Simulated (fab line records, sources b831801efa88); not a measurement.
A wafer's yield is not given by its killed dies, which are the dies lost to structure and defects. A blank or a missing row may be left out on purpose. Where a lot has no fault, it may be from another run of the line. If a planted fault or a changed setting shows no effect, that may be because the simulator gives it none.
fab line records	flow sky130
record lots=13	wafers=39	last-day=50
route steps=708 shown METAL3@564 VIA3@587 CAP2M@611 PAD_OPEN@708
lots that met no fault: taken from a fault-free run of the same line
start-h: hours from the record's opening day to when the first of the lot's shown wafers began	wait-h: hours elapsed since this lot's preceding step	" unchanged from the row above	L1.1+2: one row covering several wafers at once	- either no value or no given start	* or withheld: withheld	< > ~ a bound
route shown NAME@n: names a module that has steps shown in the file, with the first one's number in the route	usual: the fault-free wafers' mean and standard deviation	same: alike in all rows	chamber/n: place in a boat	sites: per-site readings	_std_site: standard deviation across them	_edge_site: mean of outer sites minus mean of inner sites	radius-mm: for every site, how far away it sits from the centre of the wafer	mask NAME#n: copy n	behind: the most recent tool/chamber to have shaped the wafer	hold: the reason the lot was held/the length of the hold in hours/how it ended	device: names the non-switching transistor (n, p or np)	end of line: the tests these same wafers got at the end of their route	for a step that has no rows: nothing shown but its recipe	killed: dies that structure and defects cost at the first sort, which is not the same as the wafer's yield	map: a wafer's dies, marking killed ones x, the rest . and places with no die _
set.NAME: the setting as run; set.NAME@STEP: as run at that earlier step	model.NAME: the simulator's own value behind a step, which no gauge read
route steps across a sampled set of lots; one table per step, one row per wafer
services: a tool's chamber out of use, with start hour (start-h, from the record's first day; less than 0 if before it), hours out, and reason
## steps
# step SKY_METAL3_OVL_MEAS_14
# usual METAL3_OVL=-2/5.2
lot.wafer	tool	chamber	start-h	wait-h	METAL3_OVL[nm]
L359.2	overlay-01	-	926.17	0.1	8
L359.3	"	-	"	"	3
L359.5	"	-	"	"	2
L363.2	overlay-02	-	934.12	0.1	-4
L363.3	"	-	"	"	-6
L363.4	"	-	"	"	-4
L365.1	overlay-02	-	952.81	0.1	-1
L365.2	"	-	"	"	-9
L365.3	"	-	"	"	-2
L366.2	overlay-01	-	954.97	0.1	1
L366.3	"	-	"	"	2
L366.4	"	-	"	"	4
L367.1	overlay-01	-	961.27	0.1	-2
L367.2	"	-	"	"	-7
L367.5	"	-	"	"	-1
L370.2	overlay-02	-	971.02	0.1	-16
L370.4	"	-	"	"	-18
L370.5	"	-	"	"	-1
L371.1	overlay-02	-	986.97	0.1	-4
L371.2	"	-	"	"	-9
L371.6	"	-	"	"	-1
L373.1	overlay-02	-	992.61	0.1	-7
L373.3	"	-	"	"	-3
L373.6	"	-	"	"	-1
L374.3	overlay-02	-	999.53	0.1	-1
L374.5	"	-	"	"	1
L374.6	"	-	"	"	2
L376.1	overlay-02	-	1019.11	0.1	-5
L376.4	"	-	"	"	0
L376.5	"	-	"	"	3
L377.1	overlay-02	-	1034.17	0.1	-5
L377.5	"	-	"	"	-10
L377.6	"	-	"	"	-5
L378.1	overlay-01	-	1036.02	0.1	3
L378.4	"	-	"	"	6
L378.6	"	-	"	"	-4
L381.1	overlay-02	-	1045.82	0.1	-6
L381.2	"	-	"	"	-8
L381.5	"	-	"	"	-6
# step SKY_VIA3_ETCH_14
# recipe chemistry=N2/H2	target=BARC	ion-energy-ev=200	source-w=500	bias-w=100	pressure-mtorr=30	n2-flow-sccm=100	h2-flow-sccm=200	stop-on=SiO2	time-s=45.9	target-depth-a=600
# usual drypump-motor-current-A=5.6/0.41	oes-product-au=0.855/0.005	throttle-valve-pct=13.225/0.009
lot.wafer	tool	chamber	start-h	wait-h	drypump-motor-current-A	oes-product-au	rf-hours-counter-h	throttle-valve-pct
L359.2	rie-diel-03	0	952.25	0.0	5.1	0.860	15	13.225
L359.3	"	3	"	"	5.0	0.861	8	13.223
L359.5	"	2	"	"	5.6	0.857	-	13.218
L363.2	rie-diel-01	2	960.90	0.0	6.2	0.865	11	13.218
L363.3	"	0	"	"	5.8	0.854	27	13.239
L363.4	"	1	"	"	5.5	0.861	18	13.211
L365.1	rie-diel-04	0	977.75	0.0	6.5	0.848	19	13.232
L365.2	"	3	"	"	5.8	0.859	13	13.221
L365.3	"	1	"	"	5.5	0.858	22	13.222
L366.2	rie-diel-04	3	980.85	0.0	5.8	0.859	13	13.224
L366.3	"	1	"	"	5.6	0.864	22	13.223
L366.4	"	1	"	"	5.5	0.855	-	13.233
L367.1	rie-diel-03	3	985.90	0.0	4.9	0.847	9	13.226
L367.2	"	0	"	"	5.1	0.852	16	13.237
L367.5	"	0	"	"	5.0	0.855	-	13.213
L370.2	rie-diel-03	2	995.90	0.0	5.7	0.855	15	13.232
L370.4	"	0	"	"	5.1	0.855	16	13.215
L370.5	"	0	"	"	5.1	0.849	-	13.227
L371.1	rie-diel-04	0	1011.85	0.0	6.4	0.850	21	13.222
L371.2	"	2	"	"	6.0	0.851	14	13.211
L371.6	"	0	"	"	6.5	0.850	-	13.223
L373.1	rie-diel-03	1	1017.15	0.0	5.5	0.850	9	13.243
L373.3	"	2	"	"	5.7	0.853	16	13.238
L373.6	"	0	"	"	5.0	0.850	-	13.216
L374.3	rie-diel-03	3	1024.55	0.0	5.0	0.855	11	13.219
L374.5	"	3	"	"	5.0	0.854	-	13.234
L374.6	"	0	"	"	5.1	0.858	-	13.235
L376.1	rie-diel-03	2	1043.76	0.0	5.7	0.864	17	13.209
L376.4	"	0	"	"	5.1	0.855	18	13.230
L376.5	"	1	"	"	5.6	0.852	-	13.229
L377.1	rie-diel-03	1	1057.90	0.0	5.6	0.855	10	13.226
L377.5	"	0	"	"	5.0	0.852	-	13.230
L377.6	"	1	"	"	5.6	0.849	-	13.222
L378.1	rie-diel-04	2	1059.81	0.0	6.0	0.853	15	13.229
L378.4	"	1	"	"	5.5	0.862	25	13.209
L378.6	"	3	"	"	5.8	0.851	-	13.230
L381.1	rie-diel-04	3	1068.41	0.0	5.8	0.847	15	13.220
L381.2	"	2	"	"	6.0	0.854	16	13.229
L381.5	"	2	"	"	6.0	0.851	-	13.228
# step SKY_VIA3_SPUTTER_20
# recipe material=TiN	target-thk-nm=20	chamber-pressure-pa=5	power-w=4000	time-s=80
# usual cathode-dc-power-W=3999.9/0.73	throttle-valve-pct=30.1/0.76
lot.wafer	tool	chamber	start-h	wait-h	cathode-dc-power-W	throttle-valve-pct
L359.2	pvd-sputter-01	-	952.99	0.0	3999.4	30.3
L359.3	"	-	"	"	4000.3	30.2
L359.5	"	-	"	"	3999.5	30.4
L363.2	pvd-sputter-02	-	961.59	0.0	3999.6	30.6
L363.3	"	-	"	"	3998.3	30.5
L363.4	"	-	"	"	3999.2	30.5
L365.1	pvd-sputter-02	-	978.49	0.0	4000.2	30.5
L365.2	"	-	"	"	3999.5	30.3
L365.3	"	-	"	"	4000.8	30.6
L366.2	pvd-sputter-02	-	981.55	0.0	3999.4	28.8
L366.3	"	-	"	"	3999.3	30.3
L366.4	"	-	"	"	3999.6	30.5
L367.1	pvd-sputter-01	-	986.59	0.0	4000.9	30.7
L367.2	"	-	"	"	3998.4	30.4
L367.5	"	-	"	"	4000.7	30.2
L370.2	pvd-sputter-03	-	996.60	0.0	4000.3	30.2
L370.4	"	-	"	"	3999.6	31.5
L370.5	"	-	"	"	3998.8	31.4
L371.1	pvd-sputter-01	-	1012.58	0.0	3999.4	30.4
L371.2	"	-	"	"	4000.9	30.3
L371.6	"	-	"	"	3999.1	30.7
L373.1	pvd-sputter-03	-	1017.87	0.0	4000.5	29.1
L373.3	"	-	"	"	4000.4	31.4
L373.6	"	-	"	"	4000.3	30.2
L374.3	pvd-sputter-03	-	1025.24	0.0	3999.4	28.6
L374.5	"	-	"	"	4000.2	31.6
L374.6	"	-	"	"	4000.6	30.5
L376.1	pvd-sputter-02	-	1044.45	0.0	4001.3	28.6
L376.4	"	-	"	"	4001.4	30.6
L376.5	"	-	"	"	3999.7	30.5
L377.1	pvd-sputter-01	-	1062.82	0.0	3998.7	30.7
L377.5	"	-	"	"	4000.8	30.6
L377.6	"	-	"	"	4000.1	30.7
L378.1	pvd-sputter-02	-	1063.40	0.0	3999.3	30.4
L378.4	"	-	"	"	3999.1	30.5
L378.6	"	-	"	"	3999.2	28.7
L381.1	pvd-sputter-03	-	1069.10	0.0	4001.8	29.4
L381.2	"	-	"	"	3999.6	29.0
L381.5	"	-	"	"	3999.9	31.3
# step SKY_CAP2M_SOFTBAKE_08
# recipe temp-c=90	time-s=60	resist=NOVOLAK
# usual heater-power-total-W=56.60/0.048	plate-temp-C=90.02/0.14
lot.wafer	tool	chamber	start-h	wait-h	heater-power-total-W	plate-temp-C
L359.2	litho-track-04	0	965.12	0.1	56.74	90.31
L359.3	"	0	"	"	56.57	90.15
L359.5	"	0	"	"	56.62	90.21
L363.2	litho-track-04	0	973.62	0.1	56.60	89.67
L363.3	"	0	"	"	56.61	89.85
L363.4	"	0	"	"	56.62	89.95
L365.1	litho-track-04	0	990.60	0.1	57.69	91.21
L365.2	"	0	"	"	57.61	91.21
L365.3	"	0	"	"	57.67	91.51
L366.2	litho-track-04	0	993.57	0.1	57.66	91.31
L366.3	"	0	"	"	57.71	91.29
L366.4	"	0	"	"	57.74	91.44
L367.1	litho-track-02	0	999.45	0.1	56.66	89.97
L367.2	"	0	"	"	56.67	89.90
L367.5	"	0	"	"	56.60	90.01
L370.2	litho-track-02	0	1009.28	0.1	56.57	90.08
L370.4	"	0	"	"	56.59	90.05
L370.5	"	0	"	"	56.71	89.85
L371.1	litho-track-02	0	1025.30	0.1	56.65	90.00
L371.2	"	0	"	"	56.60	89.67
L371.6	"	0	"	"	56.64	89.82
L373.1	litho-track-03	0	1030.84	0.1	56.55	90.10
L373.3	"	0	"	"	56.55	90.38
L373.6	"	0	"	"	56.57	90.15
L374.3	litho-track-02	0	1037.25	0.1	56.58	90.05
L374.5	"	0	"	"	56.56	89.97
L374.6	"	0	"	"	56.53	90.03
L376.1	litho-track-03	0	1056.64	0.1	56.61	89.99
L376.4	"	0	"	"	56.62	90.06
L376.5	"	0	"	"	56.62	89.88
L377.1	litho-track-03	0	1074.44	0.1	56.60	90.09
L377.5	"	0	"	"	56.56	90.20
L377.6	"	0	"	"	56.61	90.09
L378.1	litho-track-02	0	1075.20	0.1	56.55	90.01
L378.4	"	0	"	"	56.60	89.91
L378.6	"	0	"	"	56.54	89.93
L381.1	litho-track-03	0	1081.44	0.1	56.60	89.87
L381.2	"	0	"	"	56.54	89.86
L381.5	"	0	"	"	56.60	90.04
# step SKY_PAD_OPEN_PROBE_99
# usual defect-limited-yield=82.4/2	killed_at_M0_to_M3=44/7.4	killed_at_M4_up=3.0/1.6	killed-at-contacts=24/5	killed-at-front-end=15/4.6	killed-at-other=0.4/0.65	killed-dies=86/9.6	killed-open=48/7.4	killed-short=38/6.9	sort_bin_3_pad_short=0.9/0.43	sort_bin_5_function=10.4/1.3	sort_bin_6_memory=6.3/1.2	sort-n-pass=406/9.6	sort-yield-pct=82.4/2
# same gross-dies=492	killed-at-back-side=0	sort_bin_4_leakage[%]=0	sort_bin_8_speed[%]=0
lot.wafer	tool	chamber	start-h	wait-h	defect-limited-yield[%]	killed_at_M0_to_M3	killed_at_M4_up	killed-at-contacts	killed-at-front-end	killed-at-other	killed-dies	killed-open	killed-short	sort_bin_3_pad_short[%]	sort_bin_5_function[%]	sort_bin_6_memory[%]	sort-n-pass	sort-yield-pct[%]
L359.2	prober-02	-	1093.20	0.1	76.4	61	2	31	22	0	116	83	33	0.8	14.0	8.7	376	76.4
L359.3	prober-02	-	1093.25	0.2	83.1	40	6	21	16	0	83	45	38	0.8	10.8	5.3	409	83.1
L359.5	prober-02	-	1093.35	0.2	78.3	53	4	32	18	0	107	66	41	0.8	11.4	9.6	385	78.3
L363.2	prober-01	-	1108.33	0.1	78.0	70	5	15	18	0	108	51	56	0.8	12.4	8.7	384	78.0
L363.3	prober-01	-	1108.38	0.2	79.5	56	4	28	13	0	101	49	52	2.0	10.6	7.9	391	79.5
L363.4	prober-01	-	1108.43	0.2	82.5	39	4	35	8	0	86	54	32	0.8	9.3	7.3	406	82.5
L366.2	prober-02	-	1118.96	0.1	81.9	50	3	24	11	1	89	46	41	1.0	10.6	6.5	403	81.9
L366.3	prober-02	-	1119.01	0.2	85.4	33	1	27	11	0	72	41	31	0.8	8.3	5.5	420	85.4
L366.4	prober-02	-	1119.06	0.2	79.7	58	6	19	16	1	100	51	49	1.6	11.0	7.7	392	79.7
L367.1	prober-01	-	1123.77	0.1	80.1	48	3	26	19	2	98	52	45	1.6	11.0	7.3	394	80.1
L367.2	prober-01	-	1123.82	0.1	84.6	27	4	23	22	0	76	42	34	0.8	8.7	5.9	416	84.6
L367.5	prober-01	-	1123.97	0.2	82.7	48	0	19	17	1	85	53	31	0.4	12.2	4.7	407	82.7
L370.2	prober-01	-	1132.52	0.1	82.7	42	4	26	13	0	85	48	36	0.2	10.2	6.9	407	82.7
L370.4	prober-01	-	1132.62	0.2	79.5	51	6	29	15	0	101	44	57	1.0	12.2	7.3	391	79.5
L370.5	prober-01	-	1132.67	0.2	81.1	44	7	26	16	0	93	39	54	0.6	12.6	5.7	399	81.1
L371.1	prober-01	-	1145.91	0.1	83.1	47	3	20	12	1	83	39	44	1.0	9.1	6.7	409	83.1
L371.2	prober-01	-	1145.96	0.1	84.8	56	1	12	6	0	75	38	37	0.6	10.0	4.7	417	84.8
L371.6	prober-01	-	1146.16	0.2	85.8	42	1	19	8	0	70	44	26	0.6	6.7	6.9	422	85.8
L373.1	prober-01	-	1151.11	0.1	84.6	45	2	20	9	0	76	41	35	1.4	10.6	3.5	416	84.6
L373.3	prober-01	-	1151.21	0.2	84.3	42	3	16	16	0	77	43	34	0.4	8.7	6.5	415	84.3
L373.6	prober-01	-	1151.36	0.2	83.7	37	0	24	19	0	80	36	44	1.2	8.3	6.7	412	83.7
L374.3	prober-02	-	1155.91	0.2	84.8	39	3	16	16	1	75	48	27	1.0	8.7	5.5	417	84.8
L374.5	prober-02	-	1156.01	0.2	82.3	45	2	24	16	0	87	50	37	0.2	9.8	7.7	405	82.3
L374.6	prober-02	-	1156.06	0.2	84.8	39	2	27	7	0	75	35	40	1.0	8.9	5.3	417	84.8
L376.1	prober-02	-	1171.21	0.1	80.5	50	2	23	21	0	96	63	33	1.2	10.8	7.5	396	80.5
L376.4	prober-02	-	1171.36	0.2	82.1	34	4	36	14	0	88	43	45	0.4	11.6	5.9	404	82.1
L376.5	prober-02	-	1171.41	0.2	83.7	37	0	28	13	2	80	48	30	0.2	8.9	7.1	412	83.7
L377.1	prober-01	-	1185.01	0.1	82.1	51	5	21	11	0	88	48	40	0.2	9.1	8.5	404	82.1
L377.5	prober-01	-	1185.21	0.2	81.3	49	4	27	11	1	92	49	43	0.8	11.2	6.7	400	81.3
L377.6	prober-01	-	1185.26	0.2	84.8	34	5	21	15	0	75	47	28	0.8	8.9	5.5	417	84.8
L378.1	prober-02	-	1186.60	0.1	84.1	38	2	27	10	1	78	51	27	0.2	10.8	4.9	414	84.1
L378.4	prober-02	-	1186.75	0.2	86.8	29	3	24	9	0	65	36	29	1.2	8.5	3.5	427	86.8
L378.6	prober-02	-	1186.85	0.2	83.3	35	3	20	24	0	82	44	38	0.8	8.9	6.9	410	83.3
L381.1	prober-01	-	1190.52	0.1	80.9	40	3	25	26	0	94	61	33	0.4	11.6	7.1	398	80.9
L381.2	prober-01	-	1190.57	0.1	86.6	40	2	13	11	0	66	31	35	0.2	7.9	5.3	426	86.6
L381.5	prober-01	-	1190.72	0.2	78.3	49	5	34	19	0	107	62	45	0.8	12.8	8.1	385	78.3
# killed by level:class
L359.2 VIA1:geometric-particle:open=23 VIA3:geometric-particle:open=13 CONTACT:geometric-particle:open=11 FIELD_ISO:geometric-particle:open=10 VIA2:geometric-particle:open=9 LI_CONTACT:geometric-particle:open=6 CONTACT:geometric-particle:short=5 FIELD_ISO:geometric-particle:short=4
L359.3 VIA3:geometric-particle:open=11 VIA1:geometric-particle:open=7 CONTACT:geometric-particle:open=7 LI_CONTACT:geometric-particle:open=5 METAL1:geometric-particle:short=5 METAL3:geometric-particle:short=5 FIELD_ISO:geometric-particle:open=4 CONTACT:geometric-particle:short=4
L359.5 VIA1:geometric-particle:open=13 CONTACT:geometric-particle:open=12 VIA2:geometric-particle:open=11 VIA1:geometric-particle:short=9 VIA3:geometric-particle:open=7 LI_CONTACT:geometric-particle:open=6 LOCAL_INTERCONNECT:geometric-particle:short=5 FIELD_ISO:geometric-particle:short=4
L363.2 VIA1:geometric-particle:open=14 VIA1:geometric-particle:short=9 METAL2:geometric-particle:short=9 METAL1:geometric-particle:short=7 POLY_GATE:geometric-particle:short=6 CONTACT:geometric-particle:open=6 VIA3:geometric-particle:open=6 LI_CONTACT:geometric-particle:open=5
L363.3 VIA1:geometric-particle:open=12 LI_CONTACT:geometric-particle:open=9 CONTACT:geometric-particle:open=8 CONTACT:geometric-particle:short=8 VIA1:geometric-particle:short=8 METAL2:geometric-particle:short=8 VIA2:geometric-particle:open=7 METAL1:geometric-particle:short=6
L363.4 VIA1:geometric-particle:open=12 LI_CONTACT:geometric-particle:open=11 CONTACT:geometric-particle:open=9 LI_CONTACT:geometric-particle:short=7 METAL1:geometric-particle:short=7 VIA3:geometric-particle:open=7 FIELD_ISO:geometric-particle:open=6 CONTACT:geometric-particle:short=6
L366.2 VIA1:geometric-particle:open=10 VIA2:geometric-particle:open=9 LI_CONTACT:geometric-particle:open=8 CONTACT:geometric-particle:short=8 VIA1:geometric-particle:short=7 METAL1:geometric-particle:short=6 CONTACT:geometric-particle:open=5 VIA3:geometric-particle:open=5
L366.3 LI_CONTACT:geometric-particle:open=10 METAL1:geometric-particle:short=7 VIA1:geometric-particle:open=7 LI_CONTACT:geometric-particle:short=5 CONTACT:geometric-particle:open=5 VIA3:geometric-particle:open=5 FIELD_ISO:geometric-particle:open=4 METAL3:geometric-particle:short=4
L366.4 VIA1:geometric-particle:open=14 METAL2:geometric-particle:short=10 VIA2:geometric-particle:open=8 LI_CONTACT:geometric-particle:open=6 CONTACT:geometric-particle:short=5 METAL1:geometric-particle:short=5 VIA1:geometric-particle:short=5 VIA3:geometric-particle:open=5
L367.1 VIA1:geometric-particle:open=15 CONTACT:geometric-particle:open=11 VIA1:geometric-particle:short=8 LI_CONTACT:geometric-particle:open=6 LOCAL_INTERCONNECT:geometric-particle:short=6 METAL2:geometric-particle:short=6 FIELD_ISO:geometric-particle:short=5 FIELD_ISO:geometric-particle:open=5
L367.2 FIELD_ISO:geometric-particle:open=8 LOCAL_INTERCONNECT:geometric-particle:short=7 CONTACT:geometric-particle:open=7 FIELD_ISO:geometric-particle:short=6 VIA2:geometric-particle:open=6 POLY_GATE:geometric-particle:short=5 LI_CONTACT:geometric-particle:open=5 VIA1:geometric-particle:open=5
L367.5 VIA1:geometric-particle:open=17 CONTACT:geometric-particle:open=8 VIA3:geometric-particle:open=7 VIA1:geometric-particle:short=6 FIELD_ISO:geometric-particle:open=5 POLY_GATE:geometric-particle:short=5 LI_CONTACT:geometric-particle:open=4 VIA2:geometric-particle:open=4
L370.2 CONTACT:geometric-particle:open=12 VIA1:geometric-particle:short=12 VIA1:geometric-particle:open=9 FIELD_ISO:geometric-particle:open=8 METAL2:geometric-particle:short=6 LI_CONTACT:geometric-particle:open=5 CONTACT:geometric-particle:short=5 VIA2:geometric-particle:open=5
L370.4 CONTACT:geometric-particle:open=14 METAL2:geometric-particle:short=8 VIA1:geometric-particle:open=8 METAL1:geometric-particle:short=7 METAL4:geometric-particle:short=6 VIA3:geometric-particle:open=6 VIA1:geometric-particle:short=5 FIELD_ISO:geometric-particle:open=4
L370.5 VIA1:geometric-particle:open=13 CONTACT:geometric-particle:open=9 LOCAL_INTERCONNECT:geometric-particle:short=8 METAL1:geometric-particle:short=8 VIA1:geometric-particle:short=7 METAL2:geometric-particle:short=6 METAL4:geometric-particle:short=5 FIELD_ISO:geometric-particle:open=4
L371.1 VIA1:geometric-particle:open=10 CONTACT:geometric-particle:short=7 LOCAL_INTERCONNECT:geometric-particle:short=6 METAL2:geometric-particle:short=6 VIA2:geometric-particle:short=5 METAL1:geometric-particle:short=4 POLY_GATE:geometric-particle:open=4 CONTACT:geometric-particle:open=4
L371.2 VIA1:geometric-particle:open=12 VIA2:geometric-particle:open=8 METAL2:geometric-particle:short=8 METAL1:geometric-particle:short=6 VIA1:geometric-particle:short=6 VIA3:geometric-particle:open=6 METAL3:geometric-particle:short=5 LI_CONTACT:geometric-particle:open=4
L371.6 VIA1:geometric-particle:open=13 LI_CONTACT:geometric-particle:open=9 VIA3:geometric-particle:open=7 METAL1:geometric-particle:short=4 VIA2:geometric-particle:open=4 LOCAL_INTERCONNECT:geometric-particle:short=3 VIA1:geometric-particle:short=3 METAL2:geometric-particle:short=3
L373.1 VIA1:geometric-particle:open=9 CONTACT:geometric-particle:open=7 METAL1:geometric-particle:short=7 VIA2:geometric-particle:open=6 METAL2:geometric-particle:short=6 VIA3:geometric-particle:open=6 FIELD_ISO:geometric-particle:open=5 LOCAL_INTERCONNECT:geometric-particle:short=5
L373.3 VIA1:geometric-particle:open=9 METAL2:geometric-particle:short=9 CONTACT:geometric-particle:open=8 FIELD_ISO:geometric-particle:open=5 FIELD_ISO:geometric-particle:short=5 POLY_GATE:geometric-particle:open=4 METAL1:geometric-particle:short=4 VIA2:geometric-particle:open=4
L373.6 CONTACT:geometric-particle:open=10 FIELD_ISO:geometric-particle:short=6 METAL1:geometric-particle:short=6 VIA1:geometric-particle:open=6 METAL2:geometric-particle:short=6 LI_CONTACT:geometric-particle:open=5 CONTACT:geometric-particle:short=5 VIA1:geometric-particle:short=5
L374.3 CONTACT:geometric-particle:open=9 VIA2:geometric-particle:open=9 VIA3:geometric-particle:open=6 VIA1:geometric-particle:open=5 FIELD_ISO:geometric-particle:short=4 POLY_CUT:geometric-particle:open=4 POLY_GATE:geometric-particle:open=3 LI_CONTACT:geometric-particle:open=3
L374.5 VIA3:geometric-particle:open=11 CONTACT:geometric-particle:open=9 VIA2:geometric-particle:open=9 CONTACT:geometric-particle:short=7 VIA1:geometric-particle:open=7 POLY_GATE:geometric-particle:short=5 LI_CONTACT:geometric-particle:open=5 METAL3:geometric-particle:short=5
L374.6 VIA1:geometric-particle:open=11 LOCAL_INTERCONNECT:geometric-particle:short=9 VIA3:geometric-particle:open=7 CONTACT:geometric-particle:short=6 VIA2:geometric-particle:short=5 VIA2:geometric-particle:open=5 FIELD_ISO:geometric-particle:short=4 VIA1:geometric-particle:short=4
L376.1 VIA1:geometric-particle:open=19 CONTACT:geometric-particle:open=11 VIA3:geometric-particle:open=9 LI_CONTACT:geometric-particle:open=7 POLY_GATE:geometric-particle:short=5 VIA1:geometric-particle:short=5 VIA2:geometric-particle:open=5 FIELD_ISO:geometric-particle:short=4
L376.4 CONTACT:geometric-particle:open=12 LOCAL_INTERCONNECT:geometric-particle:short=8 LI_CONTACT:geometric-particle:open=7 METAL2:geometric-particle:short=7 VIA1:geometric-particle:open=6 CONTACT:geometric-particle:short=5 FIELD_ISO:geometric-particle:short=4 METAL1:geometric-particle:short=4
L376.5 LI_CONTACT:geometric-particle:open=11 VIA1:geometric-particle:open=10 CONTACT:geometric-particle:open=10 METAL1:geometric-particle:short=6 VIA3:geometric-particle:open=6 FIELD_ISO:geometric-particle:short=4 FIELD_ISO:geometric-particle:open=4 CONTACT:geometric-particle:short=4
L377.1 VIA1:geometric-particle:open=19 LOCAL_INTERCONNECT:geometric-particle:short=7 METAL2:geometric-particle:short=7 LI_CONTACT:geometric-particle:open=6 VIA1:geometric-particle:short=6 VIA2:geometric-particle:open=5 FIELD_ISO:geometric-particle:open=4 CONTACT:geometric-particle:open=4
L377.5 VIA1:geometric-particle:open=15 CONTACT:geometric-particle:open=11 LI_CONTACT:geometric-particle:open=6 VIA3:geometric-particle:open=5 VIA2:geometric-particle:short=5 METAL3:geometric-particle:short=5 CONTACT:geometric-particle:short=4 LOCAL_INTERCONNECT:geometric-particle:short=4
L377.6 CONTACT:geometric-particle:open=11 VIA3:geometric-particle:open=7 VIA1:geometric-particle:open=6 CONTACT:geometric-particle:short=5 METAL1:geometric-particle:short=4 FIELD_ISO:geometric-particle:open=3 METAL3:geometric-particle:open=3 POLY_GATE:geometric-particle:short=3
L378.1 CONTACT:geometric-particle:open=14 VIA1:geometric-particle:open=10 VIA2:geometric-particle:open=7 CONTACT:geometric-particle:short=6 POLY_GATE:geometric-particle:short=5 VIA3:geometric-particle:open=5 LI_CONTACT:geometric-particle:open=5 METAL1:geometric-particle:open=4
L378.4 CONTACT:geometric-particle:open=9 LI_CONTACT:geometric-particle:open=8 VIA1:geometric-particle:open=5 METAL3:geometric-particle:short=5 METAL2:geometric-particle:short=4 LOCAL_INTERCONNECT:geometric-particle:open=3 METAL4:geometric-particle:short=3 VIA2:geometric-particle:open=3
L378.6 VIA1:geometric-particle:short=8 VIA3:geometric-particle:open=7 FIELD_ISO:geometric-particle:short=6 CONTACT:geometric-particle:short=6 VIA1:geometric-particle:open=6 VIA2:geometric-particle:open=6 CONTACT:geometric-particle:open=5 FIELD_ISO:geometric-particle:open=4
L381.1 FIELD_ISO:geometric-particle:open=12 LI_CONTACT:geometric-particle:open=11 VIA1:geometric-particle:open=8 FIELD_ISO:geometric-particle:short=7 CONTACT:geometric-particle:open=7 VIA2:geometric-particle:open=7 VIA1:geometric-particle:short=5 METAL1:geometric-particle:short=4
L381.2 METAL1:geometric-particle:short=7 VIA1:geometric-particle:open=7 CONTACT:geometric-particle:open=6 VIA1:geometric-particle:short=5 METAL3:geometric-particle:short=5 FIELD_ISO:geometric-particle:short=4 VIA2:geometric-particle:open=4 VIA3:geometric-particle:open=4
L381.5 CONTACT:geometric-particle:open=12 VIA1:geometric-particle:open=11 VIA2:geometric-particle:open=11 LI_CONTACT:geometric-particle:open=9 METAL2:geometric-particle:short=7 FIELD_ISO:geometric-particle:open=6 FIELD_ISO:geometric-particle:short=6 CONTACT:geometric-particle:short=5
## services
tool	chamber	start-h	hours	kind
rie-diel-04	-	957.40	1.7	repair
rie-diel-04	2	971.71	29.8	repair
rie-diel-03	0	978.28	4.3	repair
rie-diel-01	0	980.65	8.1	repair
rie-diel-04	3	982.00	45.3	repair
pvd-sputter-02	-	983.41	1.5	repair
rie-diel-01	3	983.46	3.2	repair
rie-diel-04	1	985.02	5.1	repair
litho-track-02	-	986.33	-	consumable-replace:filter
pvd-sputter-02	-	995.85	1.8	repair
rie-diel-01	1	1029.55	3.8	repair
rie-diel-04	-	1052.72	0.8	repair
pvd-sputter-03	-	1070.13	1.3	repair
rie-diel-04	3	1070.48	4.3	repair
rie-diel-01	1	1074.85	7.2	repair
pvd-sputter-03	-	1079.80	0.9	repair
rie-diel-01	-	1081.14	0.6	repair
## key
first-sign step=SKY_CAP2M_SOFTBAKE_08	reading=heater-power-total-W	direction=up	sigmas=23	usual=*	struck=*
effect step=SKY_CAP2M_SOFTBAKE_08	reading=plate-temp-C	direction=up	sigmas=9.1	usual=*	struck=*
met-at SKY_CAP2M_SOFTBAKE_08
struck-lots L365,L366
rows-end L365.1,L365.2,L365.3
not-acting-at SKY_METAL3_OVL_MEAS_14,SKY_VIA3_ETCH_14,SKY_VIA3_SPUTTER_20
onset-between 973.62 990.60
fault kind=process-parameter-drift	tool=litho-track-04	chamber=-	onset-h=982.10	steps=SKY_CAP2M_SOFTBAKE_08	channel=temp-c	offset=*	shape=step	acts-in=*	stated=*
# rows-end: these wafers met a further fault down the route, and their rows from its step on are left out
